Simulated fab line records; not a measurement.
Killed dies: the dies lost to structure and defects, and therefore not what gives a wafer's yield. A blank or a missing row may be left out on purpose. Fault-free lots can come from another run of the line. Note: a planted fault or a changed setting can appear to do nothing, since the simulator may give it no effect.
Chamber matching | flow gf180mcu | 4 sister chambers for GF_CONTACT_CMP_27 on cmp-01
The step polishes, stops on SiO2, t overpolish 15 s, target thk 0 nm. 8 wafers are shown with their chamber, then 10 later ones without.

WAFERS PAIRED WITH THEIR CHAMBERS
wafer  | chamber | motorCurrentA (A) | overpolishRunS (s)
L519.2 | 3       | 9.9               | 15.010
L519.4 | 2       | 12.7              | 14.993
L524.4 | 1       | 10.2              | 15.001
L523.1 | 1       | 10.0              | 14.997
L523.2 | 2       | 12.7              | 14.999
L523.4 | 0       | 11.8              | 14.987
L530.1 | 0       | 11.5              | 14.998
L530.4 | 3       | 9.5               | 14.999

WAFERS WITH NO CHAMBER GIVEN
wafer  | motorCurrentA (A) | overpolishRunS (s)
L530.6 | 12.5              | 15.006
L533.3 | 9.6               | 15.002
L533.5 | 12.2              | 14.994
L533.6 | 9.7               | 15.001
L535.3 | 10.6              | 15.003
L535.4 | 11.5              | 15.009
L535.6 | 12.9              | 14.993
L537.3 | 12.2              | 15.015
L537.4 | 10.0              | 14.996
L537.6 | 9.9               | 15.013

EACH ONE'S CHAMBER
wafer  | from the rows above     | in truth
L530.6 | 2                       | 2
L533.3 | 3                       | 3
L533.5 | can't be placed: 2 or 0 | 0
L533.6 | can't be placed: 3 or 1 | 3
L535.3 | 1                       | 1
L535.4 | 0                       | 0
L535.6 | 2                       | 2
L537.3 | can't be placed: 2 or 0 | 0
L537.4 | can't be placed: 1 or 3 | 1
L537.6 | can't be placed: 3 or 1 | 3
5 of 10 placed correctly. Unplaceable from these rows: 5, with the true chamber sitting among the candidates in 5. Number placed wrongly: 0.
How it was worked out, from the rows above alone: a wafer's distance from a chamber is the root of the sum, over the readings, of the square of ((its reading less the chamber's mean) divided by the reading's scatter). If the next closest chamber is less than 2 further off than the closest, the wafer can't be placed; otherwise it belongs to the closest. For every chamber, the mean is computed from those of its wafers that are shown. The scatter: the root of (the sum of the squares of (reading less its chamber's mean) over the shown wafers, divided by (wafers less chambers)).
